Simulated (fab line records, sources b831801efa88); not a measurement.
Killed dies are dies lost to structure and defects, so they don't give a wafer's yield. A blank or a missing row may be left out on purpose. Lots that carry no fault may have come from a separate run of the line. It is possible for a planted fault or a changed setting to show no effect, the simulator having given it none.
fab line records | flow sky130
[record] lots = 7 wafers = 21 lastDay = 50
route steps=708 shown METAL1@455 VIA1@458
lots with no fault: from the same line, run without faults
startH: start of the lot's first displayed wafer, in hours after the record's first day | waitH: hours elapsed since this lot's preceding step | " the same as in the row above | L1.1+2: a single row standing in for several wafers | - no value, or no start given | * or withheld: withheld | < > ~ a bound
route shown NAME@n: names a module that has steps shown in the file, with the first one's number in the route | usual: mean/standard deviation of fault-free wafers | same: alike in all rows | chamber/n: place in a boat | sites: readings site by site | _std_site: their standard deviation | _edge_site: inner sites' mean taken away from outer sites' mean | radiusMm: for every site, how far away it sits from the centre of the wafer | mask NAME#n: copy n | behind: the tool/chamber that last shaped the wafer | hold: cause of the lot's hold/its duration in hours/its outcome | device: the n, p or np transistor that did not switch | end of line: the same wafers' tests at the end of the route | for a step that has no rows: nothing shown but its recipe | killed: dies that structure and defects cost at the first sort, which is not the same as the wafer's yield | map: a wafer's dies, x killed, . not, _ none there
set.NAME: the setting as run; set.NAME@STEP: as run at that earlier step | model.NAME: the simulator's own value behind a step, which no gauge read
lots at selected steps of the route; one table per step, one row per wafer
services: when a tool's chamber went out of use (startH, in hours from the record's first day, below 0 if earlier), for how many hours, and the reason
[[steps]]
[step SKY_METAL1_STRIP_21]
[recipe] chemistry = postEtchResidueRemover timeS = 1200 tempC = 72.5
[step SKY_METAL1_CLEAN_22]
[recipe] chemistry = IPA timeS = 180 tempC = 25
[step SKY_METAL1_CLEAN_23]
[recipe] chemistry = O3/DIW dry = n2Spin
[step SKY_VIA1_HDPCVD_00]
[recipe] material = SiO2 targetThkNm = 1030 sigmaOpenFrac = 0.3 timeS = 171.7 tempC = 400 sih4FlowSccm = 60 pressureMtorr = 6
[step SKY_VIA1_THK_MEAS_01]
[recipe] reads = SiO2_of_VIA1_HDPCVD_00
[usual] VIA1_HDPCVD_THK = 1027/11
// columns lot.wafer tool chamber startH waitH VIA1_HDPCVD_THK[nm]
L505.1 filmMetro-04 - 818.05 0.1 1052
L505.2 " - " " 1032
L505.6 " - " " 1032
L506.1 filmMetro-03 - 824.25 0.1 1027
L506.2 " - " " 1040
L506.4 " - " " 1039
L508.3 filmMetro-03 - 848.43 0.1 1028
L508.5 " - " " 1036
L508.6 " - " " 1038
L509.3 filmMetro-04 - 858.61 0.1 1016
L509.4 " - " " 1023
L509.5 " - " " 1032
L510.1 filmMetro-04 - 864.16 0.1 1026
L510.2 " - " " 1015
L510.6 " - " " 1025
L512.2 filmMetro-01 - 873.27 0.1 1032
L512.4 " - " " 1036
L512.5 " - " " 1032
L519.2 filmMetro-04 - 923.23 0.1 1030
L519.4 " - " " 1036
L519.5 " - " " 1025
[step SKY_VIA1_CMP_02]
[recipe] material = SiO2 downForcePsi = 4 platenRpm = 60 padVelocityMS = 0.94248
[usual] motorCurrentA = 11.7/1.2
// columns lot.wafer tool chamber startH waitH motorCurrentA
L505.1 cmp-02 1 818.21 0.1 11.5
L505.2 " 2 " " 12.5
L505.6 " 0 " " 9.8
L506.4 cmp-02 3 824.31 0.0 11.9
L506.2 " 0 " " 10.2
L506.1 " 2 " " 13.0
L508.3 cmp-01 2 848.62 0.2 11.3
L508.5 " 3 " " 14.7
L508.6 " 0 " " 10.6
L509.4 cmp-02 2 858.65 0.0 12.5
L509.3 " 0 " " 10.6
L509.5 " 3 " " 11.9
L510.2 cmp-01 1 864.27 0.1 12.8
L510.1 " 2 " " 10.8
L510.6 " 1 " " 12.8
L512.2 cmp-01 1 873.37 0.1 12.7
L512.4 " 3 " " 13.1
L512.5 " 1 " " 13.2
L519.4 cmp-02 0 923.28 0.0 10.1
L519.2 " 1 " " 11.5
L519.5 " 1 " " 11.7
[step SKY_VIA1_BOW_MEAS_03]
[recipe] mode = bow
[usual] VIA1_BOW = 81/7.7
// columns lot.wafer tool chamber startH waitH VIA1_BOW[um]
L505.1 filmMetro-03 - 818.41 0.1 81
L505.2 " - " " 77
L505.6 " - " " 90
L506.1 filmMetro-03 - 824.61 0.1 90
L506.2 " - " " 82
L506.4 " - " " 92
L508.3 filmMetro-04 - 848.81 0.1 73
L508.5 " - " " 74
L508.6 " - " " 74
L509.3 filmMetro-03 - 858.99 0.2 72
L509.4 " - " " 84
L509.5 " - " " 103
L510.1 filmMetro-04 - 864.52 0.1 82
L510.2 " - " " 82
L510.6 " - " " 79
L512.2 filmMetro-01 - 873.64 0.2 75
L512.4 " - " " 75
L512.5 " - " " 67
L519.2 filmMetro-03 - 923.60 0.2 86
L519.4 " - " " 85
L519.5 " - " " 82
[step SKY_VIA1_DEHYDRATE_04]
[recipe] tempC = 200 timeS = 60
[step SKY_VIA1_HMDS_05]
[recipe] primeTimeS = 60 primeTempC = 120
[step SKY_VIA1_COAT_06]
[recipe] resist = BARC tempC = withheld timeS = withheld spinRpm = 3000 resistThkNm = 60
[step SKY_VIA1_COAT_07]
[recipe] resist = KrF-thick spinRpm = 3000 resistThkNm = 457.1
[step SKY_VIA1_SOFTBAKE_08]
[recipe] tempC = 100 timeS = 90 resist = KrF-thick
[step SKY_VIA1_EXPOSE_09]
[recipe] maskId = VIM na = 0.8 sourceShape = annular sigmaInner = 0.55 sigmaOuter = 0.85 targetCdNm = 150 doseMj = 38
[usual] exposureDoseMJCm2 = 38.05/0.035 focusOffsetNm = 0.0/0.52 sigmaInner = 0.55/0
// columns lot.wafer tool chamber startH waitH mask exposureDoseMJCm2 focusOffsetNm sigmaInner
L505.1 krfScanner-02 0 832.28 - VIM#0 38.06 0.2 0.55
L505.2 " 0 " " VIM#0 38.06 -0.1 0.55
L505.6 " 0 " " VIM#0 38.02 0.1 0.55
L506.1 krfScanner-01 0 838.49 - VIM#0 38.05 0.4 0.55
L506.2 " 0 " " VIM#0 38.01 0.5 0.55
L506.4 " 0 " " VIM#0 38.10 -0.1 0.55
L508.3 krfScanner-02 - 862.11 - VIM#0 - - -
L508.5 " - " " VIM#0 - - -
L508.6 " - " " VIM#0 - - -
L509.3 krfScanner-02 - 871.94 - VIM#0 - - -
L509.4 " - " " VIM#0 - - -
L509.5 " - " " VIM#0 - - -
L510.1 krfScanner-02 - 877.30 - VIM#0 - - -
L510.2 " - " " VIM#0 - - -
L510.6 " - " " VIM#0 - - -
L512.2 krfScanner-01 0 887.02 - VIM#0 38.06 0.4 0.55
L512.4 " 0 " " VIM#0 38.00 0.2 0.55
L512.5 " 0 " " VIM#0 38.04 -0.1 0.55
L519.2 krfScanner-01 0 936.47 - VIM#0 38.05 -0.1 0.55
L519.4 " 0 " " VIM#0 38.02 -0.7 0.55
L519.5 " 0 " " VIM#0 38.07 0.8 0.55
[step SKY_VIA1_PEB_10]
[recipe] pebTempC = withheld pebTimeS = withheld resist = KrF-thick
[[services]]
// columns tool chamber startH hours kind
cmp-02 - 802.37 3.8 repair
krfScanner-01 - 819.06 4.0 pm
cmp-01 - 822.94 3.6 pm
cmp-02 - 827.09 6.3 pm
cmp-01 - 831.97 3.4 repair
krfScanner-01 - 841.44 1.0 pm
cmp-01 - 854.05 3.3 pm
krfScanner-01 - 859.57 0.5 repair
krfScanner-02 - 862.53 1.3 pm
krfScanner-01 - 881.97 0.3 repair
krfScanner-01 - 893.98 1.3 pm
cmp-01 - 912.00 4.0 pm
krfScanner-02 - 912.55 4.6 repair
cmp-01 - 916.00 - consumableReplace:conditioner
cmp-01 - 916.00 - consumableReplace:pad
krfScanner-02 - 917.20 0.8 pm
krfScanner-02 - 928.68 9.4 repair
cmp-02 - 931.77 1.3 repair
[[key]]
[firstSign] step = SKY_VIA1_EXPOSE_09 reading = toolRecord direction = missing
effect none on later readings
metAt SKY_VIA1_EXPOSE_09
struckWafers L508.3,L508.5,L508.6,L509.3,L509.4,L509.5,L510.1,L510.2,L510.6
laterRowsLeftOut L508.3,L508.5,L508.6,L509.3,L509.4,L509.5,L510.1,L510.2,L510.6
sortLeftOut L508.3,L508.5,L508.6,L509.3,L509.4,L509.5,L510.1,L510.2,L510.6
onsetBetween 832.28 862.11
[fault] kind = skippedStepWhole tool = krfScanner-02 chamber = - onsetH = 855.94 steps = SKY_VIA1_EXPOSE_09 scope = struckLotsOnly
// sortLeftOut: the simulated sort isn't trusted on such a fault, so these wafers' sort isn't shown, and their yield isn't known
// laterRowsLeftOut: the simulator's readings of these wafers behind a module that went badly wrong aren't trusted and aren't shown, but for the sort
